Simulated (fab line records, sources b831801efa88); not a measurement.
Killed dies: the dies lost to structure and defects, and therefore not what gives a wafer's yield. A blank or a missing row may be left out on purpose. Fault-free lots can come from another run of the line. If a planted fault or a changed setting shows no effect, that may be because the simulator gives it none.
fab line records :: flow sky130
record
  lots=6
  wafers=16
  last_day=50
route steps=708 shown METAL4@634 VIA4@639 PAD_OPEN@708
lots untouched by any fault: they come from a run of this same line in which no faults occurred
start_h: hours from the record's first day to the start of the lot's first wafer shown :: wait_h: time in hours since the lot's previous step :: " identical to the entry in the row above :: L1.1+2: one row covering several wafers at once :: - either no value or no given start :: * or withheld: withheld :: < > ~ a bound
route shown NAME@n: names a module that has steps shown in the file, with the first one's number in the route :: usual: mean/standard deviation taken from wafers without a fault :: same: alike in all rows :: chamber/n: place in a boat :: sites: the reading at each site :: _std_site: the values' standard deviation :: _edge_site: mean of outer sites minus mean of inner sites :: radius_mm: for every site, how far away it sits from the centre of the wafer :: mask NAME#n: copy n :: behind: the tool/chamber that last shaped the wafer :: hold: cause of the lot's hold/its duration in hours/its outcome :: device: whichever transistor did not switch (one of n, p or np) :: end of line: tests run on the same wafers once the route is complete :: a step with no rows: only its recipe :: killed: at the first sort, the dies lost to defects and structure; wafer yield is something else :: map: per-die view of a wafer (x killed, . not killed, _ where there is no die)
set.NAME: setting as actually run; set.NAME@STEP: the setting as run at that earlier step :: model.NAME: the simulator's own value behind a step, which no gauge read
a table for each step, a row for each wafer; lots at some steps of the route
services: the hour from which a tool's chamber was out of use, counted from the record's first day as start_h (under 0 if before that day), plus the number of hours and why
## steps
# step SKY_METAL4_METAL_ETCH_18
# recipe
  target_depth_a=8450
  stop_on=SiO2
  over_etch_frac=0.3
  time_s=183.1
  chemistry=Cl2/BCl3
  resist_sidewall_deg=88
  pressure_mtorr=10
  icp_w=900
  bias_w=48.5
  Cl2_flow_sccm=60
  bcl3_flow_sccm=30
# usual
  drypump_motor_current_A=6.0/0.46
  mfc_cl2_sccm=60.05/0.19
  oes_product_au=0.868/0.0055
  throttle_valve_pct=22.264/0.0087
lot.wafer: L443.1
tool: rie_metal-01
chamber: 0
start_h: 983.97
wait_h: 0.0
drypump_motor_current_A: 6.2
mfc_cl2_sccm: 59.86
oes_product_au: 0.872
rf_hours_counter_h: 21
throttle_valve_pct: 22.271

lot.wafer: L443.5
tool: rie_metal-01
chamber: 0
start_h: 983.97
wait_h: 0.0
drypump_motor_current_A: 6.3
mfc_cl2_sccm: 59.77
oes_product_au: 0.876
rf_hours_counter_h: -
throttle_valve_pct: 22.275

lot.wafer: L443.6
tool: rie_metal-01
chamber: 0
start_h: 983.97
wait_h: 0.0
drypump_motor_current_A: 6.3
mfc_cl2_sccm: 60.31
oes_product_au: 0.865
rf_hours_counter_h: -
throttle_valve_pct: 22.271

lot.wafer: L445.1
tool: rie_metal-03
chamber: 0
start_h: 1003.31
wait_h: 0.0
drypump_motor_current_A: 5.0
mfc_cl2_sccm: 59.95
oes_product_au: 0.864
rf_hours_counter_h: 10
throttle_valve_pct: 22.270

lot.wafer: L445.2
tool: rie_metal-03
chamber: 1
start_h: 1003.31
wait_h: 0.0
drypump_motor_current_A: 5.1
mfc_cl2_sccm: 60.00
oes_product_au: 0.867
rf_hours_counter_h: 10
throttle_valve_pct: 22.273

lot.wafer: L445.3
tool: rie_metal-03
chamber: 1
start_h: 1003.31
wait_h: 0.0
drypump_motor_current_A: 5.1
mfc_cl2_sccm: 59.81
oes_product_au: 0.865
rf_hours_counter_h: -
throttle_valve_pct: 22.262

lot.wafer: L453.2
tool: rie_metal-02
chamber: 1
start_h: 1056.15
wait_h: 0.1
drypump_motor_current_A: 6.3
mfc_cl2_sccm: 60.03
oes_product_au: 0.867
rf_hours_counter_h: -
throttle_valve_pct: 22.275

lot.wafer: L453.6
tool: rie_metal-02
chamber: 1
start_h: 1056.15
wait_h: 0.1
drypump_motor_current_A: 6.3
mfc_cl2_sccm: 60.16
oes_product_au: 0.866
rf_hours_counter_h: -
throttle_valve_pct: 22.269

lot.wafer: L455.1
tool: rie_metal-01
chamber: 0
start_h: 1066.72
wait_h: 0.0
drypump_motor_current_A: 6.3
mfc_cl2_sccm: 60.06
oes_product_au: 0.865
rf_hours_counter_h: 27
throttle_valve_pct: 22.258

lot.wafer: L455.4
tool: rie_metal-01
chamber: 0
start_h: 1066.72
wait_h: 0.0
drypump_motor_current_A: 6.3
mfc_cl2_sccm: 59.97
oes_product_au: 0.866
rf_hours_counter_h: -
throttle_valve_pct: 22.274

lot.wafer: L459.2
tool: rie_metal-02
chamber: 0
start_h: 1092.64
wait_h: 0.0
drypump_motor_current_A: 5.9
mfc_cl2_sccm: 60.43
oes_product_au: 0.865
rf_hours_counter_h: 2
throttle_valve_pct: 22.270

lot.wafer: L459.3
tool: rie_metal-02
chamber: 0
start_h: 1092.64
wait_h: 0.0
drypump_motor_current_A: 5.9
mfc_cl2_sccm: 59.96
oes_product_au: 0.867
rf_hours_counter_h: -
throttle_valve_pct: 22.268

lot.wafer: L459.4
tool: rie_metal-02
chamber: 1
start_h: 1092.64
wait_h: 0.0
drypump_motor_current_A: 6.3
mfc_cl2_sccm: 59.98
oes_product_au: 0.862
rf_hours_counter_h: -
throttle_valve_pct: 22.266

lot.wafer: L463.1
tool: rie_metal-01
chamber: 0
start_h: 1121.07
wait_h: 0.0
drypump_motor_current_A: 6.3
mfc_cl2_sccm: 60.09
oes_product_au: 0.869
rf_hours_counter_h: 1
throttle_valve_pct: 22.260

lot.wafer: L463.3
tool: rie_metal-01
chamber: 1
start_h: 1121.07
wait_h: 0.0
drypump_motor_current_A: 6.3
mfc_cl2_sccm: 60.28
oes_product_au: 0.871
rf_hours_counter_h: -
throttle_valve_pct: 22.253

lot.wafer: L463.4
tool: rie_metal-01
chamber: 0
start_h: 1121.07
wait_h: 0.0
drypump_motor_current_A: 6.3
mfc_cl2_sccm: 60.10
oes_product_au: 0.870
rf_hours_counter_h: -
throttle_valve_pct: 22.261
# step SKY_METAL4_STRIP_19
# recipe
  chemistry=O2/N2
  power_w=1400
  pressure_mtorr=1500
  platen_temp_c=withheld
  o2_flow_sccm=3000
  n2_flow_sccm=300
  overash_fraction=0.5
# usual
  drypump_motor_current_A=5.8/0.51
  oes_product_au=0.500/0.0056
  strip_time_to_endpoint_s=6.46/0.059
lot.wafer: L443.1
tool: plasma_asher-02
chamber: 1
start_h: 984.36
wait_h: 0.3
drypump_motor_current_A: 5.7
oes_product_au: 0.496
rf_hours_counter_h: 25
strip_time_to_endpoint_s: 6.49

lot.wafer: L443.5
tool: plasma_asher-02
chamber: 0
start_h: 984.36
wait_h: 0.3
drypump_motor_current_A: 5.3
oes_product_au: 0.502
rf_hours_counter_h: -
strip_time_to_endpoint_s: 6.50

lot.wafer: L443.6
tool: plasma_asher-02
chamber: 1
start_h: 984.36
wait_h: 0.3
drypump_motor_current_A: 5.7
oes_product_au: 0.507
rf_hours_counter_h: -
strip_time_to_endpoint_s: 6.57

lot.wafer: L445.1
tool: plasma_asher-01
chamber: 0
start_h: 1003.49
wait_h: 0.1
drypump_motor_current_A: 6.5
oes_product_au: 0.504
rf_hours_counter_h: 121
strip_time_to_endpoint_s: 6.52

lot.wafer: L445.2
tool: plasma_asher-01
chamber: 1
start_h: 1003.49
wait_h: 0.1
drypump_motor_current_A: 6.6
oes_product_au: 0.501
rf_hours_counter_h: 121
strip_time_to_endpoint_s: 6.48

lot.wafer: L445.3
tool: plasma_asher-01
chamber: 1
start_h: 1003.49
wait_h: 0.1
drypump_motor_current_A: 6.6
oes_product_au: 0.512
rf_hours_counter_h: -
strip_time_to_endpoint_s: 6.49

lot.wafer: L453.2
tool: plasma_asher-02
chamber: 0
start_h: 1056.45
wait_h: 0.2
drypump_motor_current_A: 5.3
oes_product_au: 0.507
rf_hours_counter_h: 33
strip_time_to_endpoint_s: 6.41

lot.wafer: L453.6
tool: plasma_asher-02
chamber: 1
start_h: 1056.45
wait_h: 0.2
drypump_motor_current_A: 5.7
oes_product_au: 0.488
rf_hours_counter_h: -
strip_time_to_endpoint_s: 6.36

lot.wafer: L455.1
tool: plasma_asher-04
chamber: 1
start_h: 1066.90
wait_h: 0.1
drypump_motor_current_A: 5.2
oes_product_au: 0.499
rf_hours_counter_h: 88
strip_time_to_endpoint_s: 6.47

lot.wafer: L455.4
tool: plasma_asher-04
chamber: 0
start_h: 1066.90
wait_h: 0.1
drypump_motor_current_A: 5.6
oes_product_au: 0.497
rf_hours_counter_h: -
strip_time_to_endpoint_s: 6.43

lot.wafer: L459.2
tool: plasma_asher-02
chamber: 0
start_h: 1092.82
wait_h: 0.1
drypump_motor_current_A: 5.3
oes_product_au: 0.500
rf_hours_counter_h: 37
strip_time_to_endpoint_s: 6.51

lot.wafer: L459.3
tool: plasma_asher-02
chamber: 0
start_h: 1092.82
wait_h: 0.1
drypump_motor_current_A: 5.4
oes_product_au: 0.502
rf_hours_counter_h: -
strip_time_to_endpoint_s: 6.47

lot.wafer: L459.4
tool: plasma_asher-02
chamber: 1
start_h: 1092.82
wait_h: 0.1
drypump_motor_current_A: 5.7
oes_product_au: 0.501
rf_hours_counter_h: -
strip_time_to_endpoint_s: 6.48

lot.wafer: L463.1
tool: plasma_asher-04
chamber: 0
start_h: 1121.25
wait_h: 0.1
drypump_motor_current_A: 5.6
oes_product_au: 0.495
rf_hours_counter_h: 94
strip_time_to_endpoint_s: 6.51

lot.wafer: L463.3
tool: plasma_asher-04
chamber: 1
start_h: 1121.25
wait_h: 0.1
drypump_motor_current_A: 5.2
oes_product_au: 0.498
rf_hours_counter_h: -
strip_time_to_endpoint_s: 6.48

lot.wafer: L463.4
tool: plasma_asher-04
chamber: 0
start_h: 1121.25
wait_h: 0.1
drypump_motor_current_A: 5.5
oes_product_au: 0.497
rf_hours_counter_h: -
strip_time_to_endpoint_s: 6.44
# step SKY_METAL4_STRIP_20
# recipe
  chemistry=post_etch_residue_remover
  time_s=1200
  temp_c=72.5
# step SKY_METAL4_CLEAN_21
# recipe
  chemistry=IPA
  time_s=180
  temp_c=25
# step SKY_METAL4_CLEAN_22
# recipe
  chemistry=O3/DIW
  dry=n2_spin
# step SKY_VIA4_HDPCVD_00
# recipe
  material=SiO2
  target_thk_nm=1750
  sigma_open_frac=0.3
  time_s=291.7
  temp_c=400
  sih4_flow_sccm=60
  pressure_mtorr=6
# step SKY_VIA4_THK_MEAS_01
# recipe
  reads=SiO2_of_VIA4_HDPCVD_00
# usual
  VIA4_HDPCVD_THK=1749/15
lot.wafer: L443.1
tool: film_metro-03
chamber: -
start_h: 985.17
wait_h: 0.1
VIA4_HDPCVD_THK[nm]: 1752

lot.wafer: L443.5
tool: film_metro-03
chamber: -
start_h: 985.17
wait_h: 0.1
VIA4_HDPCVD_THK[nm]: 1746

lot.wafer: L443.6
tool: film_metro-03
chamber: -
start_h: 985.17
wait_h: 0.1
VIA4_HDPCVD_THK[nm]: 1760

lot.wafer: L445.1
tool: film_metro-01
chamber: -
start_h: 1004.29
wait_h: 0.1
VIA4_HDPCVD_THK[nm]: 1736

lot.wafer: L445.2
tool: film_metro-01
chamber: -
start_h: 1004.29
wait_h: 0.1
VIA4_HDPCVD_THK[nm]: 1750

lot.wafer: L445.3
tool: film_metro-01
chamber: -
start_h: 1004.29
wait_h: 0.1
VIA4_HDPCVD_THK[nm]: 1738

lot.wafer: L453.2
tool: film_metro-04
chamber: -
start_h: 1057.23
wait_h: 0.1
VIA4_HDPCVD_THK[nm]: 1743

lot.wafer: L453.6
tool: film_metro-04
chamber: -
start_h: 1057.23
wait_h: 0.1
VIA4_HDPCVD_THK[nm]: 1745

lot.wafer: L455.1
tool: film_metro-03
chamber: -
start_h: 1067.67
wait_h: 0.1
VIA4_HDPCVD_THK[nm]: 1723

lot.wafer: L455.4
tool: film_metro-03
chamber: -
start_h: 1067.67
wait_h: 0.1
VIA4_HDPCVD_THK[nm]: 1737

lot.wafer: L459.2
tool: film_metro-04
chamber: -
start_h: 1093.65
wait_h: 0.1
VIA4_HDPCVD_THK[nm]: 1747

lot.wafer: L459.3
tool: film_metro-04
chamber: -
start_h: 1093.65
wait_h: 0.1
VIA4_HDPCVD_THK[nm]: 1723

lot.wafer: L459.4
tool: film_metro-04
chamber: -
start_h: 1093.65
wait_h: 0.1
VIA4_HDPCVD_THK[nm]: 1701

lot.wafer: L463.1
tool: film_metro-04
chamber: -
start_h: 1122.02
wait_h: 0.1
VIA4_HDPCVD_THK[nm]: 1750

lot.wafer: L463.3
tool: film_metro-04
chamber: -
start_h: 1122.02
wait_h: 0.1
VIA4_HDPCVD_THK[nm]: 1709

lot.wafer: L463.4
tool: film_metro-04
chamber: -
start_h: 1122.02
wait_h: 0.1
VIA4_HDPCVD_THK[nm]: 1726
# step SKY_VIA4_CMP_02
# recipe
  material=SiO2
  down_force_psi=4
  platen_rpm=60
  pad_velocity_m_s=0.94248
# usual
  motor_current_A=11.1/1.4
  slurry_filter_dp_kPa=13.49/0.14
lot.wafer: L443.1
tool: cmp-02
chamber: 2
start_h: 985.33
wait_h: 0.1
motor_current_A: 8.6
slurry_filter_dp_kPa: 13.42

lot.wafer: L443.5
tool: cmp-02
chamber: 1
start_h: 985.33
wait_h: 0.1
motor_current_A: 12.4
slurry_filter_dp_kPa: 13.45

lot.wafer: L443.6
tool: cmp-02
chamber: 2
start_h: 985.33
wait_h: 0.1
motor_current_A: 8.6
slurry_filter_dp_kPa: 13.49

lot.wafer: L445.3
tool: cmp-02
chamber: 1
start_h: 1004.35
wait_h: 0.0
motor_current_A: 12.4
slurry_filter_dp_kPa: 13.62

lot.wafer: L445.2
tool: cmp-02
chamber: 2
start_h: 1004.35
wait_h: 0.0
motor_current_A: 7.8
slurry_filter_dp_kPa: 13.61

lot.wafer: L445.1
tool: cmp-02
chamber: 0
start_h: 1004.35
wait_h: 0.0
motor_current_A: 12.4
slurry_filter_dp_kPa: 13.52

lot.wafer: L453.2
tool: cmp-02
chamber: 3
start_h: 1057.38
wait_h: 0.1
motor_current_A: 11.1
slurry_filter_dp_kPa: 13.57

lot.wafer: L453.6
tool: cmp-02
chamber: 2
start_h: 1057.38
wait_h: 0.1
motor_current_A: 7.9
slurry_filter_dp_kPa: 13.57

lot.wafer: L455.4
tool: cmp-02
chamber: 0
start_h: 1067.73
wait_h: 0.0
motor_current_A: 12.2
slurry_filter_dp_kPa: 13.55

lot.wafer: L455.1
tool: cmp-02
chamber: 3
start_h: 1067.73
wait_h: 0.0
motor_current_A: 10.8
slurry_filter_dp_kPa: 13.36

lot.wafer: L459.2
tool: cmp-01
chamber: 0
start_h: 1094.38
wait_h: 0.7
motor_current_A: 11.9
slurry_filter_dp_kPa: 13.63

lot.wafer: L459.3
tool: cmp-01
chamber: 1
start_h: 1094.38
wait_h: 0.7
motor_current_A: 10.6
slurry_filter_dp_kPa: 13.42

lot.wafer: L459.4
tool: cmp-01
chamber: 3
start_h: 1094.38
wait_h: 0.7
motor_current_A: 12.3
slurry_filter_dp_kPa: 13.67

lot.wafer: L463.3
tool: cmp-02
chamber: 0
start_h: 1122.17
wait_h: 0.1
motor_current_A: 12.4
slurry_filter_dp_kPa: 13.63

lot.wafer: L463.1
tool: cmp-02
chamber: 1
start_h: 1122.17
wait_h: 0.1
motor_current_A: 11.9
slurry_filter_dp_kPa: 13.61

lot.wafer: L463.4
tool: cmp-02
chamber: 2
start_h: 1122.17
wait_h: 0.1
motor_current_A: 8.5
slurry_filter_dp_kPa: 13.35
# step SKY_VIA4_BOW_MEAS_03
# recipe
  mode=bow
# usual
  VIA4_BOW=79/8.3
lot.wafer: L443.1
tool: film_metro-01
chamber: -
start_h: 985.58
wait_h: 0.2
VIA4_BOW[um]: 91

lot.wafer: L443.5
tool: film_metro-01
chamber: -
start_h: 985.58
wait_h: 0.2
VIA4_BOW[um]: 69

lot.wafer: L443.6
tool: film_metro-01
chamber: -
start_h: 985.58
wait_h: 0.2
VIA4_BOW[um]: 86

lot.wafer: L445.1
tool: film_metro-04
chamber: -
start_h: 1004.68
wait_h: 0.1
VIA4_BOW[um]: 80

lot.wafer: L445.2
tool: film_metro-04
chamber: -
start_h: 1004.68
wait_h: 0.1
VIA4_BOW[um]: 75

lot.wafer: L445.3
tool: film_metro-04
chamber: -
start_h: 1004.68
wait_h: 0.1
VIA4_BOW[um]: 57

lot.wafer: L453.2
tool: film_metro-04
chamber: -
start_h: 1057.65
wait_h: 0.2
VIA4_BOW[um]: 67

lot.wafer: L453.6
tool: film_metro-04
chamber: -
start_h: 1057.65
wait_h: 0.2
VIA4_BOW[um]: 67

lot.wafer: L455.1
tool: film_metro-04
chamber: -
start_h: 1068.03
wait_h: 0.1
VIA4_BOW[um]: 75

lot.wafer: L455.4
tool: film_metro-04
chamber: -
start_h: 1068.03
wait_h: 0.1
VIA4_BOW[um]: 79

lot.wafer: L459.2
tool: film_metro-04
chamber: -
start_h: 1094.70
wait_h: 0.3
VIA4_BOW[um]: 98

lot.wafer: L459.3
tool: film_metro-04
chamber: -
start_h: 1094.70
wait_h: 0.3
VIA4_BOW[um]: 91

lot.wafer: L459.4
tool: film_metro-04
chamber: -
start_h: 1094.70
wait_h: 0.3
VIA4_BOW[um]: 86

lot.wafer: L463.1
tool: film_metro-03
chamber: -
start_h: 1122.47
wait_h: 0.2
VIA4_BOW[um]: 90

lot.wafer: L463.3
tool: film_metro-03
chamber: -
start_h: 1122.47
wait_h: 0.2
VIA4_BOW[um]: 72

lot.wafer: L463.4
tool: film_metro-03
chamber: -
start_h: 1122.47
wait_h: 0.2
VIA4_BOW[um]: 86
# step SKY_VIA4_DEHYDRATE_04
# recipe
  temp_c=200
  time_s=60
# step SKY_VIA4_HMDS_05
# recipe
  prime_time_s=60
  prime_temp_c=120
# step SKY_VIA4_COAT_06
# recipe
  resist=NOVOLAK
  spin_rpm=3000
  resist_thk_nm=1140
# step SKY_VIA4_SOFTBAKE_07
# recipe
  temp_c=90
  time_s=60
  resist=NOVOLAK
# usual
  run_length_s=89.19/0.14
lot.wafer: L443.1
tool: litho_track-03
chamber: 0
start_h: 998.33
wait_h: 0.1
run_length_s: 89.28

lot.wafer: L443.5
tool: litho_track-03
chamber: 0
start_h: 998.33
wait_h: 0.1
run_length_s: 89.23

lot.wafer: L443.6
tool: litho_track-03
chamber: 0
start_h: 998.33
wait_h: 0.1
run_length_s: 89.12

lot.wafer: L445.1
tool: litho_track-04
chamber: 0
start_h: 1015.66
wait_h: 0.1
run_length_s: 89.35

lot.wafer: L445.2
tool: litho_track-04
chamber: 0
start_h: 1015.66
wait_h: 0.1
run_length_s: 89.00

lot.wafer: L445.3
tool: litho_track-04
chamber: 0
start_h: 1015.66
wait_h: 0.1
run_length_s: 89.06

lot.wafer: L453.2
tool: litho_track-04
chamber: 0
start_h: 1069.23
wait_h: 0.1
run_length_s: 91.00

lot.wafer: L453.6
tool: litho_track-04
chamber: 0
start_h: 1069.23
wait_h: 0.1
run_length_s: 89.07

lot.wafer: L455.1
tool: litho_track-04
chamber: 0
start_h: 1077.41
wait_h: 0.1
run_length_s: 89.33

lot.wafer: L455.4
tool: litho_track-04
chamber: 0
start_h: 1077.41
wait_h: 0.1
run_length_s: 91.06

lot.wafer: L459.2
tool: litho_track-01
chamber: 0
start_h: 1103.65
wait_h: 0.1
run_length_s: 89.54

lot.wafer: L459.3
tool: litho_track-01
chamber: 0
start_h: 1103.65
wait_h: 0.1
run_length_s: 89.33

lot.wafer: L459.4
tool: litho_track-01
chamber: 0
start_h: 1103.65
wait_h: 0.1
run_length_s: 89.20

lot.wafer: L463.1
tool: litho_track-01
chamber: 0
start_h: 1132.07
wait_h: 0.1
run_length_s: 89.44

lot.wafer: L463.3
tool: litho_track-01
chamber: 0
start_h: 1132.07
wait_h: 0.1
run_length_s: 89.27

lot.wafer: L463.4
tool: litho_track-01
chamber: 0
start_h: 1132.07
wait_h: 0.1
run_length_s: 89.20
# step SKY_VIA4_EXPOSE_08
# recipe
  mask_id=VIM4
  na=0.6
  source_shape=conventional
  sigma_outer=0.6
  polarization=unpolarized
  target_cd_nm=800
  dose_mj=132
# step SKY_PAD_OPEN_PROBE_99
# usual
  defect_limited_yield=82.4/1.8
  killed_at_M0_to_M3=45/6.8
  killed_at_M4_up=3.2/1.6
  killed_at_contacts=24/5.1
  killed_at_front_end=14/4.4
  killed_at_other=0.4/0.65
  killed_dies=87/8.8
  killed_open=47/7.2
  killed_short=39/6.1
  sort_bin_3_pad_short=0.9/0.38
  sort_bin_5_function=10.4/1.5
  sort_bin_6_memory=6.4/1.1
  sort_n_pass=405/8.8
  sort_yield_pct=82.4/1.8
# same
  gross_dies=492
  killed_at_back_side=0
  sort_bin_4_leakage[%]=0
  sort_bin_8_speed[%]=0
lot.wafer: L445.1
tool: prober-01
chamber: -
start_h: 1096.24
wait_h: 0.1
defect_limited_yield[%]: 83.5
killed_at_M0_to_M3: 40
killed_at_M4_up: 1
killed_at_contacts: 28
killed_at_front_end: 12
killed_at_other: 0
killed_dies: 81
killed_open: 42
killed_short: 39
sort_bin_3_pad_short[%]: 1.0
sort_bin_5_function[%]: 8.9
sort_bin_6_memory[%]: 6.5
sort_n_pass: 411
sort_yield_pct[%]: 83.5

lot.wafer: L445.2
tool: prober-01
chamber: -
start_h: 1096.29
wait_h: 0.1
defect_limited_yield[%]: 79.7
killed_at_M0_to_M3: 48
killed_at_M4_up: 2
killed_at_contacts: 39
killed_at_front_end: 11
killed_at_other: 0
killed_dies: 100
killed_open: 62
killed_short: 37
sort_bin_3_pad_short[%]: 1.0
sort_bin_5_function[%]: 12.8
sort_bin_6_memory[%]: 6.5
sort_n_pass: 392
sort_yield_pct[%]: 79.7

lot.wafer: L445.3
tool: prober-01
chamber: -
start_h: 1096.34
wait_h: 0.2
defect_limited_yield[%]: 81.3
killed_at_M0_to_M3: 48
killed_at_M4_up: 2
killed_at_contacts: 34
killed_at_front_end: 7
killed_at_other: 1
killed_dies: 92
killed_open: 51
killed_short: 41
sort_bin_3_pad_short[%]: 1.0
sort_bin_5_function[%]: 11.6
sort_bin_6_memory[%]: 6.1
sort_n_pass: 400
sort_yield_pct[%]: 81.3

lot.wafer: L459.2
tool: prober-01
chamber: -
start_h: 1174.52
wait_h: 0.1
defect_limited_yield[%]: 85.2
killed_at_M0_to_M3: 42
killed_at_M4_up: 2
killed_at_contacts: 15
killed_at_front_end: 14
killed_at_other: 0
killed_dies: 73
killed_open: 44
killed_short: 29
sort_bin_3_pad_short[%]: 0.8
sort_bin_5_function[%]: 9.1
sort_bin_6_memory[%]: 4.9
sort_n_pass: 419
sort_yield_pct[%]: 85.2

lot.wafer: L459.3
tool: prober-01
chamber: -
start_h: 1174.57
wait_h: 0.2
defect_limited_yield[%]: 79.3
killed_at_M0_to_M3: 50
killed_at_M4_up: 7
killed_at_contacts: 20
killed_at_front_end: 25
killed_at_other: 0
killed_dies: 102
killed_open: 46
killed_short: 55
sort_bin_3_pad_short[%]: 2.0
sort_bin_5_function[%]: 12.8
sort_bin_6_memory[%]: 5.9
sort_n_pass: 390
sort_yield_pct[%]: 79.3

lot.wafer: L459.4
tool: prober-01
chamber: -
start_h: 1174.62
wait_h: 0.2
defect_limited_yield[%]: 82.1
killed_at_M0_to_M3: 44
killed_at_M4_up: 6
killed_at_contacts: 21
killed_at_front_end: 17
killed_at_other: 0
killed_dies: 88
killed_open: 53
killed_short: 35
sort_bin_3_pad_short[%]: 0.4
sort_bin_5_function[%]: 11.2
sort_bin_6_memory[%]: 6.3
sort_n_pass: 404
sort_yield_pct[%]: 82.1

lot.wafer: L463.1
tool: prober-01
chamber: -
start_h: 1197.09
wait_h: 0.1
defect_limited_yield[%]: 82.3
killed_at_M0_to_M3: 51
killed_at_M4_up: 4
killed_at_contacts: 23
killed_at_front_end: 9
killed_at_other: 0
killed_dies: 87
killed_open: 39
killed_short: 48
sort_bin_3_pad_short[%]: 1.0
sort_bin_5_function[%]: 8.7
sort_bin_6_memory[%]: 7.9
sort_n_pass: 405
sort_yield_pct[%]: 82.3

lot.wafer: L463.3
tool: prober-01
chamber: -
start_h: 1197.19
wait_h: 0.2
defect_limited_yield[%]: 82.5
killed_at_M0_to_M3: 53
killed_at_M4_up: 4
killed_at_contacts: 19
killed_at_front_end: 10
killed_at_other: 0
killed_dies: 86
killed_open: 46
killed_short: 40
sort_bin_3_pad_short[%]: 0.4
sort_bin_5_function[%]: 10.4
sort_bin_6_memory[%]: 6.7
sort_n_pass: 406
sort_yield_pct[%]: 82.5

lot.wafer: L463.4
tool: prober-01
chamber: -
start_h: 1197.24
wait_h: 0.2
defect_limited_yield[%]: 79.3
killed_at_M0_to_M3: 53
killed_at_M4_up: 5
killed_at_contacts: 31
killed_at_front_end: 13
killed_at_other: 0
killed_dies: 102
killed_open: 51
killed_short: 51
sort_bin_3_pad_short[%]: 1.4
sort_bin_5_function[%]: 11.2
sort_bin_6_memory[%]: 8.1
sort_n_pass: 390
sort_yield_pct[%]: 79.3
# killed by level:class
L445.1 VIA1:geometric_particle:open=10 CONTACT:geometric_particle:open=9 LI_CONTACT:geometric_particle:open=8 CONTACT:geometric_particle:short=7 FIELD_ISO:geometric_particle:short=5 METAL1:geometric_particle:short=5 METAL3:geometric_particle:short=5 METAL1:geometric_particle:open=4
L445.2 CONTACT:geometric_particle:open=16 LI_CONTACT:geometric_particle:open=12 VIA1:geometric_particle:open=9 VIA2:geometric_particle:open=8 VIA3:geometric_particle:open=7 METAL2:geometric_particle:short=6 METAL3:geometric_particle:short=5 LOCAL_INTERCONNECT:geometric_particle:short=4
L445.3 VIA1:geometric_particle:open=13 LI_CONTACT:geometric_particle:open=10 CONTACT:geometric_particle:open=9 METAL2:geometric_particle:short=8 VIA3:geometric_particle:open=7 VIA1:geometric_particle:short=6 CONTACT:geometric_particle:short=5 LI_CONTACT:geometric_particle:short=4
L459.2 VIA1:geometric_particle:open=10 VIA2:geometric_particle:open=10 VIA3:geometric_particle:open=8 CONTACT:geometric_particle:open=6 FIELD_ISO:geometric_particle:short=5 POLY_GATE:geometric_particle:short=5 METAL2:geometric_particle:short=4 LOCAL_INTERCONNECT:geometric_particle:short=3
L459.3 FIELD_ISO:geometric_particle:short=10 VIA1:geometric_particle:open=9 CONTACT:geometric_particle:open=8 VIA3:geometric_particle:open=7 METAL2:geometric_particle:short=7 METAL4:geometric_particle:short=7 METAL1:geometric_particle:short=6 VIA1:geometric_particle:short=6
L459.4 VIA1:geometric_particle:open=12 FIELD_ISO:geometric_particle:open=9 VIA2:geometric_particle:open=8 CONTACT:geometric_particle:open=7 VIA3:geometric_particle:open=5 FIELD_ISO:geometric_particle:short=4 METAL2:geometric_particle:short=4 LI_CONTACT:geometric_particle:open=4
L463.1 VIA1:geometric_particle:open=12 CONTACT:geometric_particle:open=11 METAL1:geometric_particle:short=10 VIA1:geometric_particle:short=7 METAL2:geometric_particle:short=5 FIELD_ISO:geometric_particle:short=4 LI_CONTACT:geometric_particle:open=4 LOCAL_INTERCONNECT:geometric_particle:short=4
L463.3 VIA1:geometric_particle:open=13 VIA1:geometric_particle:short=8 METAL2:geometric_particle:short=8 METAL1:geometric_particle:short=7 VIA3:geometric_particle:open=7 LI_CONTACT:geometric_particle:open=6 CONTACT:geometric_particle:open=6 POLY_GATE:geometric_particle:open=4
L463.4 CONTACT:geometric_particle:open=14 VIA1:geometric_particle:open=10 METAL2:geometric_particle:short=8 METAL1:geometric_particle:short=7 LI_CONTACT:geometric_particle:open=6 METAL4:geometric_particle:short=5 VIA3:geometric_particle:short=5 VIA3:geometric_particle:open=5
## services
tool: plasma_asher-02
chamber: -
start_h: 960.83
hours: 9.2
kind: repair

tool: cmp-02
chamber: -
start_h: 964.60
hours: 0.3
kind: repair

tool: rie_metal-02
chamber: 0
start_h: 969.84
hours: 10.9
kind: repair

tool: plasma_asher-01
chamber: -
start_h: 979.70
hours: 15.6
kind: pm

tool: cmp-01
chamber: -
start_h: 1026.79
hours: 11.4
kind: pm

tool: plasma_asher-01
chamber: -
start_h: 1047.71
hours: 13.1
kind: repair

tool: cmp-02
chamber: -
start_h: 1055.84
hours: 0.7
kind: repair

tool: rie_metal-01
chamber: 1
start_h: 1057.85
hours: 5.7
kind: repair

tool: plasma_asher-01
chamber: -
start_h: 1060.80
hours: 9.0
kind: pm

tool: cmp-02
chamber: -
start_h: 1063.06
hours: 2.0
kind: repair

tool: plasma_asher-02
chamber: -
start_h: 1065.97
hours: 2.8
kind: repair

tool: cmp-02
chamber: -
start_h: 1070.30
hours: 10.6
kind: repair

tool: cmp-02
chamber: -
start_h: 1079.00
hours: 12.3
kind: repair

tool: cmp-02
chamber: -
start_h: 1081.55
hours: 2.7
kind: repair

tool: cmp-01
chamber: -
start_h: 1085.39
hours: 0.7
kind: repair

tool: cmp-02
chamber: -
start_h: 1091.30
hours: 4.0
kind: pm

tool: cmp-02
chamber: -
start_h: 1095.30
hours: -
kind: consumable_replace:conditioner

tool: cmp-02
chamber: -
start_h: 1095.30
hours: -
kind: consumable_replace:pad

tool: rie_metal-01
chamber: 0
start_h: 1096.52
hours: -
kind: clean

tool: cmp-01
chamber: -
start_h: 1099.86
hours: 3.3
kind: repair

tool: plasma_asher-04
chamber: -
start_h: 1104.64
hours: 3.3
kind: repair

tool: plasma_asher-02
chamber: -
start_h: 1110.92
hours: 3.7
kind: repair

tool: cmp-01
chamber: -
start_h: 1111.17
hours: 1.8
kind: repair

tool: cmp-02
chamber: -
start_h: 1122.97
hours: 5.0
kind: pm
## key
first_sign
  step=SKY_VIA4_SOFTBAKE_07
  reading=run_length_s
  direction=up
  sigmas=13
  usual=*
  struck=*
effect none on later readings
met_at SKY_VIA4_SOFTBAKE_07
struck_wafers L453.2,L455.4
onset_between 1015.66 1069.23
fault
  kind=process_parameter_drift
  tool=litho_track-04
  chamber=-
  onset_h=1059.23
  steps=SKY_VIA4_SOFTBAKE_07
  channel=time_s
  offset=*
  shape=step
  end_h=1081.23
  scope=struck_wafers_only
  acts_in=*
  stated=*
